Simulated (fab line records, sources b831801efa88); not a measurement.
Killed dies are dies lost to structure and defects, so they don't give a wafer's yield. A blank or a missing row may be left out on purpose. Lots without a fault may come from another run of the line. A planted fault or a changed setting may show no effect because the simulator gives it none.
A struck lot beside a sound one | flow sky130 | 26 steps out of a route of 708
Sound: wafers L679.3, L679.4, L679.5. Struck: wafers L687.1, L687.3, L687.6. The cause comes at the end.
At each step with rows: each side's tool, then ch and its chambers, then its first start. Under that, the readings that differ: sound wafers | struck wafers | difference of the means | sigmas: that difference in standard deviations of wafers without a fault.
alike: readings whose means differ by less than 2 such deviations, and words and numbers that are the same on both sides. not compared: withheld readings, readings that some wafer has no value for, bounds like >300 that may hide the same value, and numbers for which the record gives no deviation and whose values overlap.
The two part at a step that has a row with sigmas, a row that says differs or no value, or rows on one side only. Numbers that don't overlap but have no deviation are shown without sigmas and don't part them. A reading that every wafer of one side lacks parts them only if that side has two wafers or more.

SKY_VIA1_RS_MEAS_22: measures by four-point-probe.
  sound on film_metro-04, day 35 22:19; struck on film_metro-03, day 38 13:29
  alike: VIA1_W_RS
SKY_VIA1_THK_MEAS_23: measures by xrf.
  sound on film_metro-04, day 35 22:25; struck on film_metro-03, day 38 13:36
  alike: VIA1_W_THK
then, 3 steps without rows for these wafers: SKY_VIA1_CMP_24 (polishes, stops on SiO2, t overpolish 15 s, target thk 0 nm); SKY_METAL2_SPUTTER_00 (material Ti, target thk 15 nm, time 10 s); SKY_METAL2_SPUTTER_01 (material TiN, target thk 20 nm, time 16.7 s).
SKY_METAL2_SPUTTER_02: material AlCu, target thk 250 nm, time 13.3 s.
  sound on pvd_sputter-04, day 35 22:48; struck on pvd_sputter-01, day 38 14:01
  alike: throttle_valve_pct
SKY_METAL2_SPUTTER_03: material Ti, target thk 5 nm, time 3.3 s.
  sound on pvd_sputter-04, day 35 22:49; struck on pvd_sputter-01, day 38 14:02
  alike: throttle_valve_pct
SKY_METAL2_SPUTTER_04: material TiN, target thk 70 nm, time 58.3 s.
  sound on pvd_sputter-04, day 35 22:50; struck on pvd_sputter-01, day 38 14:03
  alike: throttle_valve_pct
SKY_METAL2_RS_MEAS_05: measures by four-point-probe.
  sound on film_metro-02, day 35 22:56; struck on film_metro-02, day 38 14:06
  reading                 | sound                | struck               | difference | sigmas
  METAL2_ALCU_RS (ohm/sq) | 0.1275 0.1273 0.1262 | 0.1245 0.1243 0.1244 | -0.0026    | -2
SKY_METAL2_THK_MEAS_06: measures by xrf.
  sound on film_metro-02, day 35 23:02; struck on film_metro-02, day 38 14:13
  alike: METAL2_ALCU_THK
then, 2 steps without rows for these wafers: SKY_METAL2_DEHYDRATE_07 (time 60 s); SKY_METAL2_HMDS_08 (prime time 60 s).
SKY_METAL2_COAT_09: resist thk 60 nm.
  sound on litho_track-02 ch 0, day 36 11:52; struck on litho_track-02 ch 0, day 39 02:40
  reading              | sound                | struck               | difference | sigmas
  spin_speed_rpm (rpm) | 3001.0 3001.7 2999.9 | 2251.4 2253.0 2255.0 | -747.7     | -99 or more
  alike: exhaust_pa
then, 5 steps without rows for these wafers: SKY_METAL2_COAT_10 (resist thk 450 nm); SKY_METAL2_SOFTBAKE_11 (time 90 s); SKY_METAL2_EXPOSE_12 (exposes mask MM2, target cd 140 nm); SKY_METAL2_PEB_13; SKY_METAL2_DEVELOP_14 (develop time 60 s).
SKY_METAL2_CD_MEAS_15: target cd 140 nm.
  sound on cd_sem-01, day 37 01:18; struck on cd_sem-01, day 39 14:32
  alike: cd_nm
SKY_METAL2_OVL_MEAS_16:
  sound on overlay-02, day 37 01:24; struck on overlay-02, day 39 14:39
  alike: METAL2_OVL
SKY_METAL2_DESCUM_17: chemistry O2, time 8 s.
  sound on rie_metal-01 ch 0,1, day 37 01:26; struck on rie_metal-04 ch 0,1, day 39 14:41
  alike: drypump_motor_current_A, oes_product_au
  not compared: rf_hours_counter_h
SKY_METAL2_ETCH_18: etches BARC in N2/H2, stops on SiO2, time 45.9 s, target depth 60 nm.
  sound on rie_metal-01 ch 0,1, day 37 01:28; struck on rie_metal-04 ch 0,1, day 39 14:43
  reading                  | sound             | struck            | difference | sigmas
  oes_product_au (a.u.)    | 0.853 0.858 0.845 | 0.929 0.933 0.933 | +0.080     | +16
  model.etch.depth_nm (nm) | 59.93 59.9 59.86  | 69.31 69.47 69.56 | +9.55      |
  alike: drypump_motor_current_A, throttle_valve_pct
  not compared: rf_hours_counter_h
SKY_METAL2_METAL_ETCH_19: etches the open film in Cl2/BCl3, stops on SiO2, target depth 360 nm, time 78 s.
  sound on rie_metal-01 ch 0,1, day 37 01:32; struck on rie_metal-04 ch 0,1, day 39 14:47
  alike: drypump_motor_current_A, oes_product_au, throttle_valve_pct
  not compared: rf_hours_counter_h
SKY_METAL2_STRIP_20: strips in O2/N2.
  sound on plasma_asher-03 ch 0,1, day 37 01:38; struck on plasma_asher-02 ch 0,1, day 39 14:52
  alike: drypump_motor_current_A, oes_product_au, strip_time_to_endpoint_s
  not compared: rf_hours_counter_h
then, 1 step without rows for these wafers: SKY_METAL2_STRIP_21 (strips in post etch residue remover, time 1200 s).
-- the record jumps here: 9 days lie between the struck wafers' starts before and after (it left off in module METAL2 and takes up again in module PAD_OPEN, whose first step shown is number 708 of the route) --
SKY_PAD_OPEN_PROBE_99:
  the record has rows for the struck wafers here (prober-02, day 49 02:28) and none for the sound ones

WHERE THEY PART
First at SKY_METAL2_RS_MEAS_05; last, within this record, at SKY_PAD_OPEN_PROBE_99.

WHY: what the simulator had put in
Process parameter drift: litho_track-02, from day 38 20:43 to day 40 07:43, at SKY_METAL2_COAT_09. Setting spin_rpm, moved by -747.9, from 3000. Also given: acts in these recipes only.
